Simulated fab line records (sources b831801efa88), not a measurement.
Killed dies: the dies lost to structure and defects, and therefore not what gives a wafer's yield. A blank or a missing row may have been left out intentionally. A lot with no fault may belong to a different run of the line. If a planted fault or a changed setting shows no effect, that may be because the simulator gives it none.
fab line records | flow sky130
record: lots: 13 | wafers: 39 | lastDay: 50
route steps=708 shown LDD_N@241 LDD_LDN@301 POLY_CUT@315
lots untouched by any fault: they come from a run of this same line in which no faults occurred
startH: hours from the record's first day to the start of the lot's first wafer shown | waitH: hours from the lot's prior step to this one | " repeats the value in the row above | L1.1+2: a row that stands for several wafers | - no value, or no start was given | * or withheld: withheld | < > ~ a bound
route shown NAME@n: NAME is a module with steps in the file, n the number in the route of the first one | usual: mean/standard deviation taken from wafers without a fault | same: alike in all rows | chamber/n: place in a boat | sites: per-site readings | _std_site: the standard deviation of these | _edge_site: outer sites' mean less inner sites' | radiusMm: for every site, how far away it sits from the centre of the wafer | mask NAME#n: copy n | behind: the tool/chamber that last shaped the wafer | hold: cause of the lot's hold/its duration in hours/its outcome | device: which transistor (n, p or np) failed to switch | end of line: tests of these same wafers at the route's end | for a step that has no rows: nothing shown but its recipe | killed: not the wafer's yield, but the dies lost to structure and defects at the first sort | map: the dies of a wafer, with x for killed, . for not killed, _ for no die there
set.NAME: the setting that was run; set.NAME@STEP: the one run at that earlier step | model.NAME: the simulator's own value behind a step, which no gauge read
one table for each step of the route and one row for each wafer, over a sample of lots
services: the hour from which a tool's chamber was out of use, counted from the record's first day as startH (under 0 if before that day), plus the number of hours and why
== steps ==
step: SKY_LDD_N_EXPOSE_04
recipe: maskId: NTM | targetCdNm: 840 | na: 0.6 | sourceShape: conventional | sigmaOuter: 0.6 | doseMj: 110
lot.wafer  | tool            | chamber | startH | waitH | mask
L807.1+3+4 | ilineStepper-01 | 0       | 407.03 | -     | NTM#0
L809.1+2+4 | ilineStepper-01 | 0       | 426.48 | -     | NTM#0
L808.1+4+6 | ilineStepper-02 | 0       | 430.26 | -     | NTM#0
L811.1+3+6 | ilineStepper-02 | 0       | 450.43 | -     | NTM#0
L813.2+4+5 | ilineStepper-02 | 0       | 457.75 | -     | NTM_R1#0
L820.3+4+6 | ilineStepper-02 | 0       | 518.25 | -     | NTM#0
L819.1+4+5 | ilineStepper-02 | 0       | 522.38 | -     | NTM#0
L821.3+4+5 | ilineStepper-01 | 0       | 522.72 | -     | NTM#0
L824.1+3+6 | ilineStepper-02 | 0       | 547.01 | -     | NTM#0
L825.1+5+6 | ilineStepper-02 | 0       | 552.38 | -     | NTM#0
L826.2+3+4 | ilineStepper-02 | 0       | 556.04 | -     | NTM#0
L827.2+3+4 | ilineStepper-02 | 0       | 577.98 | -     | NTM#0
L828.1+4+5 | ilineStepper-02 | 0       | 582.13 | -     | NTM#0
step: SKY_LDD_LDN_STRIP_12
recipe: chemistry: O2/N2 | powerW: 1400 | pressureMtorr: 1500 | platenTempC: withheld | o2FlowSccm: 3000 | n2FlowSccm: 300 | overashFraction: 0.5
usual: drypumpMotorCurrentA: 5.8/0.46 | oesProductAu: 0.714/0.0044 | stripTimeToEndpointS: 14.18/0.041
lot.wafer | tool           | chamber | startH | waitH | drypumpMotorCurrentA | oesProductAu | rfHoursCounterH | stripTimeToEndpointS
L807.1    | plasmaAsher-02 | 1       | 546.72 | 0.1   | 5.2                  | 0.712        | 43              | 14.17
L807.3    | "              | 1       | "      | "     | 5.2                  | 0.721        | -               | 14.13
L807.4    | "              | 0       | "      | "     | 5.2                  | 0.712        | -               | 14.16
L809.1    | plasmaAsher-03 | 0       | 567.22 | 0.1   | 6.1                  | 0.717        | 76              | 14.13
L809.2    | "              | 1       | "      | "     | 6.1                  | 0.714        | 76              | 14.14
L809.4    | "              | 0       | "      | "     | 6.0                  | 0.713        | -               | 14.11
L808.1    | plasmaAsher-02 | 1       | 571.42 | 0.1   | 5.2                  | 0.715        | 45              | 14.22
L808.4    | "              | 0       | "      | "     | 5.2                  | 0.713        | -               | 14.21
L808.6    | "              | 1       | "      | "     | 5.2                  | 0.704        | -               | 14.19
L811.1    | plasmaAsher-02 | 0       | 589.94 | 0.1   | 5.2                  | 0.716        | 47              | 14.17
L811.3    | "              | 1       | "      | "     | 5.2                  | 0.715        | -               | 14.16
L811.6    | "              | 1       | "      | "     | 5.2                  | 0.708        | -               | 14.15
L813.2    | plasmaAsher-02 | 1       | 601.23 | 0.1   | 5.2                  | 0.714        | 49              | 14.20
L813.4    | "              | 1       | "      | "     | 5.2                  | 0.706        | -               | 14.17
L813.5    | "              | 1       | "      | "     | 5.2                  | 0.712        | -               | 14.19
L820.3    | plasmaAsher-02 | 0       | 654.05 | 0.1   | 5.2                  | 0.721        | -               | 14.16
L820.4    | "              | 1       | "      | "     | 5.2                  | 0.713        | -               | 14.11
L820.6    | "              | 0       | "      | "     | 5.2                  | 0.723        | -               | 14.15
L819.1    | plasmaAsher-02 | 0       | 656.69 | 0.1   | 5.2                  | 0.718        | 55              | 14.23
L819.4    | "              | 1       | "      | "     | 5.2                  | 0.714        | -               | 14.19
L819.5    | "              | 0       | "      | "     | 5.2                  | 0.713        | -               | 14.17
L821.3    | plasmaAsher-03 | 1       | 657.40 | 0.1   | 6.1                  | 0.720        | -               | 14.17
L821.4    | "              | 0       | "      | "     | 6.1                  | 0.711        | -               | 14.18
L821.5    | "              | 0       | "      | "     | 6.1                  | 0.716        | -               | 14.14
L824.1    | plasmaAsher-02 | 1       | 681.07 | 0.1   | 5.2                  | 0.716        | 57              | 14.20
L824.3    | "              | 0       | "      | "     | 5.2                  | 0.709        | -               | 14.20
L824.6    | "              | 0       | "      | "     | 5.2                  | 0.717        | -               | 14.18
L825.1    | plasmaAsher-04 | 1       | 685.02 | 0.1   | 6.0                  | 0.712        | 27              | 14.18
L825.5    | "              | 1       | "      | "     | 6.0                  | 0.705        | -               | 14.18
L825.6    | "              | 0       | "      | "     | 6.3                  | 0.719        | -               | 14.15
L826.2    | plasmaAsher-02 | 0       | 689.07 | 0.1   | 5.2                  | 0.711        | 59              | 14.24
L826.3    | "              | 1       | "      | "     | 5.2                  | 0.716        | -               | 14.23
L826.4    | "              | 0       | "      | "     | 5.2                  | 0.713        | -               | 14.24
L827.2    | plasmaAsher-03 | 0       | 710.67 | 0.1   | 6.0                  | 0.710        | 89              | 14.17
L827.3    | "              | 1       | "      | "     | 6.1                  | 0.720        | -               | 14.13
L827.4    | "              | 0       | "      | "     | 6.1                  | 0.713        | -               | 14.15
L828.1    | plasmaAsher-04 | 1       | 714.79 | 0.1   | 6.0                  | 0.711        | 29              | 14.24
L828.4    | "              | 1       | "      | "     | 6.0                  | 0.713        | -               | 14.16
L828.5    | "              | 0       | "      | "     | 6.3                  | 0.719        | -               | 14.22
step: SKY_LDD_LDN_TW_MEAS_13
usual: LDD_LDN_TW: 1480/23
lot.wafer | tool         | chamber | startH | waitH | LDD_LDN_TW
L807.1    | filmMetro-04 | -       | 546.82 | 0.1   | 1492
L807.3    | "            | -       | "      | "     | 1493
L807.4    | "            | -       | "      | "     | 1487
L809.1    | filmMetro-04 | -       | 567.32 | 0.1   | 1498
L809.2    | "            | -       | "      | "     | 1492
L809.4    | "            | -       | "      | "     | 1497
L808.1    | filmMetro-03 | -       | 571.52 | 0.1   | 1482
L808.4    | "            | -       | "      | "     | 1493
L808.6    | "            | -       | "      | "     | 1492
L811.1    | filmMetro-04 | -       | 590.04 | 0.1   | 1493
L811.3    | "            | -       | "      | "     | 1487
L811.6    | "            | -       | "      | "     | 1499
L813.2    | filmMetro-04 | -       | 601.34 | 0.1   | 1491
L813.4    | "            | -       | "      | "     | 1498
L813.5    | "            | -       | "      | "     | 1494
L820.3    | filmMetro-03 | -       | 654.14 | 0.1   | 1484
L820.4    | "            | -       | "      | "     | 1490
L820.6    | "            | -       | "      | "     | 1481
L819.1    | filmMetro-01 | -       | 656.79 | 0.1   | 1432
L819.4    | "            | -       | "      | "     | 1443
L819.5    | "            | -       | "      | "     | 1439
L821.3    | filmMetro-01 | -       | 657.49 | 0.1   | 1445
L821.4    | "            | -       | "      | "     | 1435
L821.5    | "            | -       | "      | "     | 1451
L824.1    | filmMetro-03 | -       | 681.17 | 0.1   | 1498
L824.3    | "            | -       | "      | "     | 1498
L824.6    | "            | -       | "      | "     | 1491
L825.1    | filmMetro-04 | -       | 685.12 | 0.1   | 1498
L825.5    | "            | -       | "      | "     | 1503
L825.6    | "            | -       | "      | "     | 1507
L826.2    | filmMetro-01 | -       | 689.18 | 0.1   | 1439
L826.3    | "            | -       | "      | "     | 1444
L826.4    | "            | -       | "      | "     | 1431
L827.2    | filmMetro-03 | -       | 710.78 | 0.1   | 1487
L827.3    | "            | -       | "      | "     | 1496
L827.4    | "            | -       | "      | "     | 1494
L828.1    | filmMetro-01 | -       | 714.89 | 0.1   | 1450
L828.4    | "            | -       | "      | "     | 1449
L828.5    | "            | -       | "      | "     | 1443
step: SKY_POLY_CUT_CD_MEAS_08
recipe: targetCdNm: 270
usual: cdNm: 270.1/1.6
lot.wafer | tool     | chamber | startH | waitH | cdNm
L807.1    | cdSem-01 | -       | 577.32 | -     | 268.0
L807.3    | "        | -       | "      | "     | 266.7
L807.4    | "        | -       | "      | "     | 266.0
L809.1    | cdSem-02 | -       | 598.47 | -     | 270.0
L809.2    | "        | -       | "      | "     | 269.1
L809.4    | "        | -       | "      | "     | 270.4
L808.1    | cdSem-02 | -       | 602.91 | -     | 271.9
L808.4    | "        | -       | "      | "     | 273.2
L808.6    | "        | -       | "      | "     | 272.3
L811.1    | cdSem-01 | -       | 621.68 | -     | 272.6
L811.3    | "        | -       | "      | "     | 270.9
L811.6    | "        | -       | "      | "     | 271.8
L813.2    | cdSem-02 | -       | 632.33 | -     | 270.5
L813.4    | "        | -       | "      | "     | 270.0
L813.5    | "        | -       | "      | "     | 269.2
L820.3    | cdSem-01 | -       | 683.90 | -     | 268.0
L820.4    | "        | -       | "      | "     | 267.1
L820.6    | "        | -       | "      | "     | 267.8
L819.1    | cdSem-02 | -       | 687.18 | -     | 271.8
L819.4    | "        | -       | "      | "     | 271.8
L819.5    | "        | -       | "      | "     | 272.9
L821.3    | cdSem-02 | -       | 688.82 | -     | 272.4
L821.4    | "        | -       | "      | "     | 272.6
L821.5    | "        | -       | "      | "     | 271.3
L824.1    | cdSem-02 | -       | 712.21 | -     | 269.3
L824.3    | "        | -       | "      | "     | 269.2
L824.6    | "        | -       | "      | "     | 269.3
L825.1    | cdSem-02 | -       | 716.47 | -     | 269.3
L825.5    | "        | -       | "      | "     | 270.8
L825.6    | "        | -       | "      | "     | 269.6
L826.2    | cdSem-01 | -       | 719.90 | -     | 270.7
L826.3    | "        | -       | "      | "     | 272.3
L826.4    | "        | -       | "      | "     | 270.8
L827.2    | cdSem-02 | -       | 739.93 | -     | 269.0
L827.3    | "        | -       | "      | "     | 268.8
L827.4    | "        | -       | "      | "     | 268.2
L828.1    | cdSem-02 | -       | 744.67 | -     | 265.9
L828.4    | "        | -       | "      | "     | 265.7
L828.5    | "        | -       | "      | "     | 266.4
== services ==
tool            | chamber | startH | hours | kind
ilineStepper-02 | -       | 394.93 | 1.2   | repair
ilineStepper-01 | 0       | 409.47 | -     | calibration
plasmaAsher-04  | -       | 421.25 | 9.0   | pm
plasmaAsher-04  | 0       | 421.25 | 9.0   | ventCycle
plasmaAsher-04  | 1       | 421.25 | 9.0   | ventCycle
plasmaAsher-04  | 0       | 430.25 | -     | clean
plasmaAsher-02  | -       | 461.76 | 15.6  | pm
plasmaAsher-03  | -       | 461.98 | 0.4   | repair
plasmaAsher-04  | -       | 484.92 | 3.6   | repair
ilineStepper-02 | -       | 495.21 | 2.1   | pm
ilineStepper-01 | -       | 497.29 | 1.7   | pm
ilineStepper-02 | -       | 497.29 | -     | consumableReplace:lamp
ilineStepper-01 | -       | 516.70 | 3.9   | repair
ilineStepper-02 | -       | 545.23 | 1.6   | repair
plasmaAsher-02  | -       | 560.29 | 1.4   | repair
ilineStepper-02 | 0       | 562.39 | -     | calibration
ilineStepper-02 | -       | 568.31 | 1.7   | pm
plasmaAsher-04  | -       | 570.40 | 2.8   | pm
plasmaAsher-02  | -       | 577.52 | 5.0   | repair
plasmaAsher-03  | -       | 595.12 | 12.3  | repair
ilineStepper-01 | -       | 603.98 | 4.9   | repair
ilineStepper-01 | 0       | 618.66 | -     | calibration
plasmaAsher-04  | -       | 699.76 | 4.5   | repair
ilineStepper-01 | -       | 713.60 | 1.7   | pm
== key ==
firstSign: step: SKY_LDD_N_EXPOSE_04 | reading: mask | direction: changed
effect none on later readings
metAt SKY_LDD_N_EXPOSE_04
struckLots L813
rowsEnd L813.2,L813.5
sortLeftOut L813.4
testerLeftOut L813
notActingAt SKY_LDD_LDN_STRIP_12,SKY_LDD_LDN_TW_MEAS_13,SKY_POLY_CUT_CD_MEAS_08
onsetBetween 450.43 457.75
fault: kind: wrongMask | tool: any | chamber: - | onsetH: 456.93 | steps: SKY_LDD_N_EXPOSE_04 | auxCopy: NTM_R1#0 | cdOffsetNm: -101 | scope: struckLotsOnly
testerLeftOut: of these lots the tester's yield and bins aren't shown, on N5 and GAA mostly nor the transistor test; their killed dies are dies lost to structure and defects alone, not to doping, threshold or leakage, so they don't give the yield
sortLeftOut: the simulated sort isn't trusted on such a fault, so these wafers' sort isn't shown, and their yield isn't known
rowsEnd: these wafers met a further fault down the route, and their rows from its step on are left out
